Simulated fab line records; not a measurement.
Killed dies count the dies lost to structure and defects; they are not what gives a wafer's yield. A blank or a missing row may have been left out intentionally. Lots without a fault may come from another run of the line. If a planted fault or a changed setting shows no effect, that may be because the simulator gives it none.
fab line records	flow sfq-line
record: lots: 6	wafers: 18	last-day: 78
route steps=325 shown I3@137 M4@148 I4@163 JJ@178 M8@325
lots with no fault: from the same line, run without faults
start-h: start of the lot's first displayed wafer, in hours after the record's first day	wait-h: hours elapsed since this lot's preceding step	" unchanged from the row above	L1.1+2: several wafers, shown together as one row	- either no value or no given start	* or withheld: withheld	< > ~ a bound
route shown NAME@n: names a module that has steps shown in the file, with the first one's number in the route	usual: mean/standard deviation of fault-free wafers	same: alike in all rows	chamber/n: place in a boat	sites: each site's reading	_std_site: the standard deviation of these	_edge_site: the outer-site mean with the inner-site mean subtracted	radius-mm: how far each site lies from the wafer's centre	mask NAME#n: copy n	behind: the tool/chamber that last shaped the wafer	hold: reason for holding the lot/hours on hold/outcome of the hold	device: transistor that didn't switch, given as n, p or np	end of line: tests of these same wafers at the route's end	a step without rows: its recipe alone	killed: count of dies lost to structure and defects at first sort (not the wafer's yield)	map: a wafer's dies, marking killed ones x, the rest . and places with no die _
set.NAME: setting as actually run; set.NAME@STEP: the setting as run at that earlier step	model.NAME: the simulator's own value behind a step, which no gauge read
lots at selected steps of the route; one table per step, one row per wafer
services: from which hour (start-h, from the record's first day; less than 0 if before it) a tool's chamber was out of use, for how many hours, and why
== steps ==
step: SFQ_TRILAYER_I3_VIA_LITHO_COAT_090
recipe: resist: BARC	spin-rpm: 3000	resist-thk-nm: 62
step: SFQ_TRILAYER_I3_VIA_LITHO_COAT_085
recipe: resist: KrF	spin-rpm: 3000	resist-thk-nm: 650
step: SFQ_TRILAYER_I3_VIA_LITHO_SOFTBAKE_089
recipe: temp-c: withheld	time-s: withheld	resist: KrF
step: SFQ_TRILAYER_I3_VIA_LITHO_EXPOSE_086
recipe: mask-id: I3	na: 0.6	source-shape: conventional	sigma-outer: 0.65	target-cd-nm: 500	dose-mj: 21.3
step: SFQ_TRILAYER_I3_VIA_LITHO_PEB_088
recipe: peb-temp-c: 115	peb-time-s: 60	resist: KrF
step: SFQ_TRILAYER_I3_VIA_LITHO_DEVELOP_087
recipe: time-s: 60	resist: KrF
step: SFQ_I3_OVL_MEAS_923
usual: I3_OVL: -4/4.9
lot.wafer	tool	chamber	start-h	wait-h	I3_OVL[nm]
L370.3	overlay-01	-	753.92	0.1	-8
L370.4	"	-	"	"	-8
L370.5	"	-	"	"	-5
L376.2	overlay-02	-	814.26	0.1	-2
L376.3	"	-	"	"	-4
L376.6	"	-	"	"	-2
L387.2	overlay-01	-	912.98	0.1	-4
L387.5	"	-	"	"	2
L387.6	"	-	"	"	-5
L388.3	overlay-01	-	922.58	0.1	-8
L388.5	"	-	"	"	-6
L388.6	"	-	"	"	-3
L389.1	overlay-01	-	935.77	0.1	1
L389.3	"	-	"	"	5
L389.5	"	-	"	"	7
L390.2	overlay-02	-	948.53	0.1	-3
L390.5	"	-	"	"	-7
L390.6	"	-	"	"	3
step: SFQ_TRILAYER_I3_VIA_BARC_OPEN_VIA_ETCH_121
recipe: mask-material: PR	chemistry: O2	target-depth-nm: 125	target: BARC	source-w: 500	bias-w: 80	pressure-mtorr: 30	time-s: 41.7
step: SFQ_TRILAYER_I3_VIA_ETCH_VIA_ETCH_088
recipe: target: SiO2	stop-on: Nb	mask-material: PR	taper-deg: 20	chemistry: CHF3	target-depth-nm: 260	source-w: 500	bias-w: 80	pressure-mtorr: 30	time-s: withheld
usual: drypump-motor-current-A: 6.0/0.45	oes-product-au: 0.853/0.0058
lot.wafer	tool	chamber	start-h	wait-h	drypump-motor-current-A	oes-product-au
L370.3	rie-diel-01	0	753.99	0.0	4.9	0.852
L370.4	"	0	"	"	4.9	0.853
L370.5	"	1	"	"	6.0	0.863
L376.2	rie-diel-04	2	814.33	0.0	6.7	0.843
L376.3	"	0	"	"	6.2	0.848
L376.6	"	3	"	"	5.8	0.857
L387.2	rie-diel-04	0	913.05	0.0	6.2	0.852
L387.5	"	0	"	"	6.2	0.838
L387.6	"	1	"	"	5.7	0.848
L388.3	rie-diel-02	2	922.65	0.0	5.8	0.856
L388.5	"	1	"	"	5.5	0.855
L388.6	"	2	"	"	5.8	0.859
L389.1	rie-diel-02	3	935.85	0.0	6.8	0.840
L389.3	"	0	"	"	5.6	0.855
L389.5	"	3	"	"	6.8	0.853
L390.2	rie-diel-04	0	948.60	0.0	6.2	0.859
L390.5	"	1	"	"	5.6	0.850
L390.6	"	2	"	"	6.7	0.853
step: SFQ_TRILAYER_I3_VIA_STRIP_STRIP_089
recipe: gas: O2	power-w: 200	platen-temp-c: 40	overash-fraction: 0.65	chemistry: O2	pressure-mtorr: 50
usual: drypump-motor-current-A: 6.1/0.32	oes-product-au: 0.997/0.0093
lot.wafer	tool	chamber	start-h	wait-h	drypump-motor-current-A	oes-product-au	rf-hours-counter-h
L370.3	rie-metal-03	1	754.30	-	6.6	1.002	-
L370.4	"	0	"	"	5.9	0.990	-
L370.5	"	0	"	"	5.9	0.986	-
L376.2	rie-metal-01	1	814.44	-	6.4	1.005	117
L376.3	"	1	"	"	6.3	1.017	-
L376.6	"	0	"	"	6.2	0.988	-
L387.2	rie-metal-03	0	913.36	-	5.9	1.007	-
L387.5	"	0	"	"	5.9	1.014	-
L387.6	"	0	"	"	5.9	1.001	-
L388.3	rie-metal-01	0	922.96	-	6.2	0.996	-
L388.5	"	1	"	"	6.3	1.003	-
L388.6	"	0	"	"	6.2	0.981	-
L389.1	rie-metal-02	1	935.96	-	5.7	0.996	153
L389.3	"	1	"	"	5.8	0.996	-
L389.5	"	0	"	"	5.6	1.003	-
L390.2	rie-metal-02	1	948.71	-	5.8	1.005	155
L390.5	"	1	"	"	5.8	1.010	-
L390.6	"	0	"	"	5.6	1.008	-
step: SFQ_TRILAYER_I3_VIA_STRIP_SOLV_CLEAN_090
recipe: chemistry: NMP	temp-c: 70	time-s: 600
step: SFQ_TRILAYER_M4_DEP_PRE_CLEAN_092
recipe: gas: Ar	time-s: 22.5	bias-v: 250
step: SFQ_TRILAYER_M4_DEP_SPUTTER_091
recipe: material: Nb	base-pressure-pa: 1.33e-06	chamber-pressure-pa: 0.1333	substrate-temp-c: 20	resputter-cathode-voltage-v: 400	target-thk-nm: 200	power-w: 2000	time-s: 133.3
usual: base-pressure-pa: 1.34e-06/8.7e-08	cathode-dc-power-W: 2000.0/0.35	chamber-pressure-pa: 0.13332/0.00028	throttle-valve-pct: 29.7/0.64
lot.wafer	tool	chamber	start-h	wait-h	base-pressure-pa	cathode-dc-power-W	chamber-pressure-pa	throttle-valve-pct	model.Nb_of_TRILAYER_M4_DEP_SPUTTER_091.thk-nm
L370.3	pvd-sputter-05	-	754.91	0.0	1.38e-06	1999.9	0.13362	30.6	203.3
L370.4	"	-	"	"	1.49e-06	1999.9	0.13348	29.9	202.5
L370.5	"	-	"	"	1.32e-06	2000.6	0.13339	30.5	203.7
L376.2	pvd-sputter-06	-	815.24	0.0	1.17e-06	1999.8	0.13292	29.3	199.6
L376.3	"	-	"	"	1.27e-06	1999.9	0.13352	28.2	199.3
L376.6	"	-	"	"	1.35e-06	2000.3	0.1336	29.7	197.2
L387.2	pvd-sputter-05	-	914.57	0.0	1.36e-06	1999.0	0.13357	29.7	202.2
L387.5	"	-	"	"	1.27e-06	2000.8	0.13304	29.3	201.1
L387.6	"	-	"	"	1.19e-06	2000.1	0.13293	30.1	198.1
L388.3	pvd-sputter-06	-	923.57	0.0	1.24e-06	2000.6	0.13348	28.5	295
L388.5	"	-	"	"	1.37e-06	1999.9	0.13331	29.9	201.6
L388.6	"	-	"	"	1.4e-06	2000.7	0.13279	28.3	202.3
L389.1	pvd-sputter-06	-	936.77	0.0	1.27e-06	1999.3	0.13363	29.3	297.2
L389.3	"	-	"	"	1.22e-06	2000.5	0.13327	28.1	294.7
L389.5	"	-	"	"	1.38e-06	2000.1	0.13322	28.4	201.1
L390.2	pvd-sputter-05	-	949.52	0.0	1.32e-06	2000.2	0.13352	29.7	199.3
L390.5	"	-	"	"	1.42e-06	2000.0	0.13286	29.7	200.5
L390.6	"	-	"	"	1.32e-06	1999.6	0.1331	29.8	202.6
step: SFQ_M4_RS_MEAS_924
recipe: thk-meas-gauge: four-point-probe	reads: Nb_of_TRILAYER_M4_DEP_SPUTTER_091
usual: M4_NB_RS: 0.890/0.01
lot.wafer	tool	chamber	start-h	wait-h	M4_NB_RS[ohm/sq]
L370.3	film-metro-02	-	755.04	0.1	0.877
L370.4	"	-	"	"	0.881
L370.5	"	-	"	"	0.875
L376.2	film-metro-01	-	815.36	0.1	0.893
L376.3	"	-	"	"	0.896
L376.6	"	-	"	"	0.902
L387.2	film-metro-03	-	914.68	0.1	0.881
L387.5	"	-	"	"	0.888
L387.6	"	-	"	"	0.901
L388.3	film-metro-03	-	923.70	0.1	0.603
L388.5	"	-	"	"	0.886
L388.6	"	-	"	"	0.881
L389.1	film-metro-01	-	936.86	0.0	0.597
L389.3	"	-	"	"	0.603
L389.5	"	-	"	"	0.884
L390.2	film-metro-01	-	949.64	0.1	0.894
L390.5	"	-	"	"	0.890
L390.6	"	-	"	"	0.879
step: SFQ_TRILAYER_M4_LITHO_COAT_098
recipe: resist: BARC	spin-rpm: 3000	resist-thk-nm: 62
step: SFQ_TRILAYER_M4_LITHO_COAT_093
recipe: resist: KrF	spin-rpm: 3000	resist-thk-nm: 600
step: SFQ_TRILAYER_M4_LITHO_SOFTBAKE_097
recipe: temp-c: withheld	time-s: withheld	resist: KrF
step: SFQ_TRILAYER_M4_LITHO_EXPOSE_094
recipe: mask-id: M4	na: 0.6	source-shape: conventional	sigma-outer: 0.65	target-cd-nm: 500	dose-mj: 14.4
step: SFQ_TRILAYER_M4_LITHO_PEB_096
recipe: peb-temp-c: 115	peb-time-s: 60	resist: KrF
step: SFQ_TRILAYER_M4_LITHO_DEVELOP_095
recipe: time-s: 60	resist: KrF
step: SFQ_M4_OVL_MEAS_926
usual: M4_OVL: 0/6.5
lot.wafer	tool	chamber	start-h	wait-h	M4_OVL[nm]
L370.3	overlay-01	-	824.07	0.1	1
L370.4	"	-	"	"	-12
L370.5	"	-	"	"	-2
L376.2	overlay-02	-	883.96	0.1	1
L376.3	"	-	"	"	-6
L376.6	"	-	"	"	3
L387.2	overlay-01	-	966.21	0.1	2
L387.5	"	-	"	"	9
L387.6	"	-	"	"	6
L388.3	overlay-01	-	974.61	0.1	4
L388.5	"	-	"	"	4
L388.6	"	-	"	"	-7
L389.1	overlay-01	-	987.80	0.1	8
L389.3	"	-	"	"	4
L389.5	"	-	"	"	11
L390.2	overlay-01	-	996.21	0.1	2
L390.5	"	-	"	"	9
L390.6	"	-	"	"	2
step: SFQ_TRILAYER_M4_BARC_OPEN_METAL_ETCH_123
recipe: mask-material: PR	chemistry: O2	target-depth-nm: 125	target: BARC	icp-w: 600	bias-w: 80	pressure-mtorr: 10	time-s: 41.7
usual: drypump-motor-current-A: 5.97/0.27	oes-product-au: 0.685/0.0047
lot.wafer	tool	chamber	start-h	wait-h	drypump-motor-current-A	oes-product-au	rf-hours-counter-h
L370.3	rie-metal-01	0	824.11	0.0	6.19	0.683	-
L370.4	"	1	"	"	6.32	0.680	-
L370.5	"	1	"	"	6.35	0.680	-
L376.2	rie-metal-04	1	883.99	0.0	6.10	0.679	5
L376.3	"	0	"	"	5.80	0.686	-
L376.6	"	0	"	"	5.79	0.690	-
L387.2	rie-metal-01	1	966.24	0.0	6.33	0.682	145
L387.5	"	0	"	"	6.18	0.684	-
L387.6	"	1	"	"	6.33	0.680	-
L388.3	rie-metal-01	1	974.66	0.0	6.32	0.692	-
L388.5	"	1	"	"	6.32	0.692	-
L388.6	"	0	"	"	6.16	0.691	-
L389.1	rie-metal-04	0	987.84	0.0	5.86	0.678	165
L389.3	"	0	"	"	5.82	0.691	-
L389.5	"	0	"	"	5.80	0.686	-
L390.2	rie-metal-02	0	996.26	0.1	5.56	0.681	-
L390.5	"	0	"	"	5.57	0.690	-
L390.6	"	0	"	"	5.58	0.686	-
step: SFQ_TRILAYER_M4_ETCH_METAL_ETCH_096
recipe: target: Nb	stop-on: SiO2	mask-material: PR	chemistry: Cl2/Ar	target-depth-nm: 240	icp-w: 600	bias-w: 80	pressure-mtorr: 10	time-s: 120
usual: drypump-motor-current-A: 5.97/0.27	oes-product-au: 0.894/0.0074
lot.wafer	tool	chamber	start-h	wait-h	drypump-motor-current-A	oes-product-au	rf-hours-counter-h
L370.3	rie-metal-01	0	824.20	0.1	6.24	0.906	-
L370.4	"	1	"	"	6.29	0.908	-
L370.5	"	1	"	"	6.33	0.905	-
L376.2	rie-metal-04	1	884.05	0.0	6.08	0.892	5
L376.3	"	0	"	"	5.82	0.891	-
L376.6	"	0	"	"	5.84	0.891	-
L387.2	rie-metal-01	1	966.30	0.0	6.29	0.892	145
L387.5	"	0	"	"	6.22	0.905	-
L387.6	"	1	"	"	6.32	0.888	-
L388.3	rie-metal-01	1	974.74	0.1	6.34	0.997	-
L388.5	"	1	"	"	6.33	0.898	-
L388.6	"	0	"	"	6.17	0.911	-
L389.1	rie-metal-04	0	987.96	0.1	5.87	0.980	165
L389.3	"	0	"	"	5.83	0.986	-
L389.5	"	0	"	"	5.84	0.893	-
L390.2	rie-metal-02	0	996.45	0.2	5.55	0.890	-
L390.5	"	0	"	"	5.57	0.887	-
L390.6	"	0	"	"	5.55	0.898	-
step: SFQ_TRILAYER_M4_STRIP_STRIP_097
recipe: gas: O2	power-w: 200	platen-temp-c: 40	overash-fraction: 0.65	chemistry: O2	pressure-mtorr: 50
step: SFQ_TRILAYER_M4_STRIP_SOLV_CLEAN_098
recipe: chemistry: NMP	temp-c: 70	time-s: 600
step: SFQ_TRILAYER_I4_DEP_PECVD_099
recipe: material: SiO2	temp-c: 150	time-s: 111.11	pressure-torr: 2.4	rf-w: 183.3	precursor: SiH4/N2O	target-thk-nm: 500
step: SFQ_TRILAYER_I4_CMP_CMP_100
recipe: material: SiO2	down-force-psi: 3	platen-rpm: 60	pad-velocity-m-s: 0.94248
step: SFQ_I4_BOW_MEAS_927
recipe: mode: bow
usual: I4_BOW: 4/9.6
lot.wafer	tool	chamber	start-h	wait-h	I4_BOW[um]
L370.3	film-metro-01	-	856.53	2.0	0
L370.4	"	-	"	"	12
L370.5	"	-	"	"	2
L376.2	film-metro-03	-	937.01	1.5	19
L376.3	"	-	"	"	12
L376.6	"	-	"	"	12
L387.2	film-metro-01	-	1025.48	1.5	-1
L387.5	"	-	"	"	9
L387.6	"	-	"	"	13
L388.3	film-metro-03	-	1034.50	2.5	-12
L388.5	"	-	"	"	-9
L388.6	"	-	"	"	-6
L389.1	film-metro-03	-	1046.46	1.5	1
L389.3	"	-	"	"	-2
L389.5	"	-	"	"	-2
L390.2	film-metro-01	-	1055.90	1.5	7
L390.5	"	-	"	"	-3
L390.6	"	-	"	"	4
step: SFQ_TRILAYER_I4_METRO_MEASURE_101
usual: thk-nm: 199.6/1.3
lot.wafer	tool	chamber	start-h	wait-h	thk-nm
L370.3	film-metro-01	-	857.01	0.5	201.0
L370.4	"	-	"	"	198.6
L370.5	"	-	"	"	201.1
L376.2	film-metro-03	-	937.31	0.3	200.8
L376.3	"	-	"	"	200.9
L376.6	"	-	"	"	199.5
L387.2	film-metro-01	-	1025.78	0.3	200.0
L387.5	"	-	"	"	200.2
L387.6	"	-	"	"	196.9
L388.3	film-metro-03	-	1034.98	0.5	199.3
L388.5	"	-	"	"	200.3
L388.6	"	-	"	"	197.9
L389.1	film-metro-03	-	1046.58	0.1	200.1
L389.3	"	-	"	"	200.1
L389.5	"	-	"	"	199.3
L390.2	film-metro-01	-	1056.20	0.3	199.4
L390.5	"	-	"	"	197.7
L390.6	"	-	"	"	199.4
step: SFQ_TRILAYER_I4_VIA_LITHO_COAT_108
recipe: resist: BARC	spin-rpm: 3000	resist-thk-nm: 62
step: SFQ_TRILAYER_I4_VIA_LITHO_COAT_103
recipe: resist: KrF	spin-rpm: 3000	resist-thk-nm: 650
step: SFQ_TRILAYER_I4_VIA_LITHO_SOFTBAKE_107
recipe: temp-c: withheld	time-s: withheld	resist: KrF
step: SFQ_TRILAYER_I4_VIA_LITHO_EXPOSE_104
recipe: mask-id: I4	na: 0.6	source-shape: conventional	sigma-outer: 0.65	target-cd-nm: 700	dose-mj: 21.3
step: SFQ_TRILAYER_I4_VIA_LITHO_PEB_106
recipe: peb-temp-c: 115	peb-time-s: 60	resist: KrF
step: SFQ_TRILAYER_I4_VIA_LITHO_DEVELOP_105
recipe: time-s: 60	resist: KrF
step: SFQ_I4_OVL_MEAS_928
usual: I4_OVL: 1/5.2
lot.wafer	tool	chamber	start-h	wait-h	I4_OVL[nm]
L370.3	overlay-02	-	937.73	0.1	-1
L370.4	"	-	"	"	1
L370.5	"	-	"	"	4
L376.2	overlay-02	-	1008.53	0.1	-10
L376.3	"	-	"	"	0
L376.6	"	-	"	"	-7
L387.2	overlay-01	-	1097.27	0.1	0
L387.5	"	-	"	"	-2
L387.6	"	-	"	"	3
L388.3	overlay-01	-	1109.98	0.1	-5
L388.5	"	-	"	"	-9
L388.6	"	-	"	"	-8
L389.1	overlay-01	-	1119.57	0.1	6
L389.3	"	-	"	"	6
L389.5	"	-	"	"	6
L390.2	overlay-02	-	1129.17	0.1	6
L390.5	"	-	"	"	-5
L390.6	"	-	"	"	-5
step: SFQ_TRILAYER_I4_VIA_BARC_OPEN_VIA_ETCH_146
recipe: mask-material: PR	chemistry: O2	target-depth-nm: 125	target: BARC	source-w: 500	bias-w: 80	pressure-mtorr: 30	time-s: 41.7
usual: drypump-motor-current-A: 5.9/0.57	oes-product-au: 0.685/0.0048
lot.wafer	tool	chamber	start-h	wait-h	drypump-motor-current-A	oes-product-au	rf-hours-counter-h
L370.3	rie-diel-03	3	937.76	0.0	4.9	0.683	8
L370.4	"	0	"	"	6.3	0.681	18
L370.5	"	3	"	"	4.9	0.691	-
L376.2	rie-diel-01	0	1008.56	0.0	4.9	0.689	3
L376.3	"	1	"	"	6.0	0.686	9
L376.6	"	2	"	"	6.3	0.690	-
L387.2	rie-diel-03	2	1097.30	0.0	6.3	0.689	13
L387.5	"	3	"	"	4.9	0.679	-
L387.6	"	2	"	"	6.3	0.684	-
L388.3	rie-diel-04	0	1110.00	0.0	6.2	0.681	22
L388.5	"	1	"	"	5.6	0.692	-
L388.6	"	2	"	"	6.7	0.689	-
L389.1	rie-diel-04	2	1119.60	0.0	6.7	0.691	1
L389.3	"	3	"	"	5.7	0.688	16
L389.5	"	3	"	"	5.7	0.688	-
L390.2	rie-diel-01	2	1129.20	0.0	6.3	0.676	12
L390.5	"	3	"	"	5.9	0.680	-
L390.6	"	2	"	"	6.3	0.687	-
step: SFQ_TRILAYER_I4_VIA_ETCH_VIA_ETCH_106
recipe: target: SiO2	stop-on: Nb	mask-material: PR	taper-deg: 20	chemistry: CHF3	target-depth-nm: 260	source-w: 500	bias-w: 80	pressure-mtorr: 30	time-s: withheld
step: SFQ_TRILAYER_I4_VIA_STRIP_STRIP_107
recipe: gas: O2	power-w: 200	platen-temp-c: 40	overash-fraction: 0.65	chemistry: O2	pressure-mtorr: 50
step: SFQ_TRILAYER_I4_VIA_STRIP_SOLV_CLEAN_108
recipe: chemistry: NMP	temp-c: 70	time-s: 600
step: SFQ_TRILAYER_JJ_TRILAYER_DEP_PRE_CLEAN_113
recipe: gas: Ar	time-s: 22.5	bias-v: 250
step: SFQ_M8_BOW_MEAS_951
recipe: mode: bow
usual: M8_BOW: 10/12
lot.wafer	tool	chamber	start-h	wait-h	M8_BOW[um]	model.etest.m4.comb-log10-ohm	model.etest.m4.ohm-sq
L370.3	film-metro-03	-	1611.35	0.0	9	12	0.8764
L370.4	"	-	"	"	20	12	0.8802
L370.5	"	-	"	"	10	12	0.8749
L376.2	film-metro-04	-	1659.10	0.0	26	12	0.8928
L376.3	"	-	"	"	20	12	0.8942
L376.6	"	-	"	"	20	12	0.9037
L387.2	film-metro-03	-	1851.68	0.0	5	12	0.8811
L387.5	"	-	"	"	15	12	0.886
L387.6	"	-	"	"	19	12	0.8996
L388.3	film-metro-04	-	1855.30	0.0	-8	0	0.6041
L388.5	"	-	"	"	-6	12	0.8841
L388.6	"	-	"	"	-3	12	0.8807
L389.1	film-metro-04	-	1857.66	0.0	1	0	0.5997
L389.3	"	-	"	"	-2	0	0.6046
L389.5	"	-	"	"	0	12	0.886
L390.2	film-metro-01	-	1863.81	0.0	3	12	0.894
L390.5	"	-	"	"	-7	12	0.8888
L390.6	"	-	"	"	0	12	0.8795
== services ==
tool	chamber	start-h	hours	kind
pvd-sputter-06	-	741.28	2.0	repair
rie-metal-02	-	749.28	2.8	pm
pvd-sputter-06	-	754.81	2.0	repair
rie-diel-04	3	756.19	57.7	repair
film-metro-03	-	761.15	1.0	pm
film-metro-03	-	762.70	0.5	pm
rie-diel-01	-	766.81	2.8	pm
film-metro-01	-	766.96	0.7	pm
rie-metal-04	1	782.74	5.4	repair
film-metro-01	-	786.91	1.4	pm
rie-diel-04	0	801.10	5.9	repair
rie-metal-04	-	826.84	1.4	pm
rie-diel-04	2	834.16	5.6	repair
film-metro-03	-	851.67	0.8	pm
rie-diel-01	2	863.19	4.3	repair
rie-diel-04	-	895.14	2.8	pm
pvd-sputter-05	-	895.42	5.0	repair
rie-diel-04	-	933.32	14.6	pm
rie-metal-04	1	980.50	10.8	repair
rie-diel-04	0	1005.06	7.0	repair
rie-diel-04	2	1026.45	5.9	repair
rie-metal-04	-	1066.67	2.8	pm
rie-diel-04	1	1069.14	5.8	repair
rie-diel-04	-	1093.04	1.0	repair
== key ==
first-sign: step: SFQ_M4_RS_MEAS_924	reading: M4_NB_RS	direction: down	sigmas: 29	usual: 0.890	struck: 0.601
effect: step: SFQ_TRILAYER_M4_ETCH_METAL_ETCH_096	reading: oes-product-au	direction: up	sigmas: 13	usual: 0.894	struck: 0.988
model-effect: step: SFQ_TRILAYER_M4_DEP_SPUTTER_091	value: Nb_of_TRILAYER_M4_DEP_SPUTTER_091.thk-nm	without: 201.7	struck: 295.6
model-effect: step: SFQ_M8_BOW_MEAS_951	value: etest.m4.comb-log10-ohm	without: 12	struck: 0
met-at SFQ_TRILAYER_M4_DEP_SPUTTER_091
struck-wafers L388.3,L389.1,L389.3
onset-between 815.24 923.57
fault: kind: process-parameter-drift	tool: pvd-sputter-06	chamber: -	onset-h: 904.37	steps: SFQ_TRILAYER_M4_DEP_SPUTTER_091	channel: target-thk-nm	offset: 93.91	shape: step	end-h: 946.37	scope: struck-wafers-only	acts-in: these-recipes-only	stated: 200
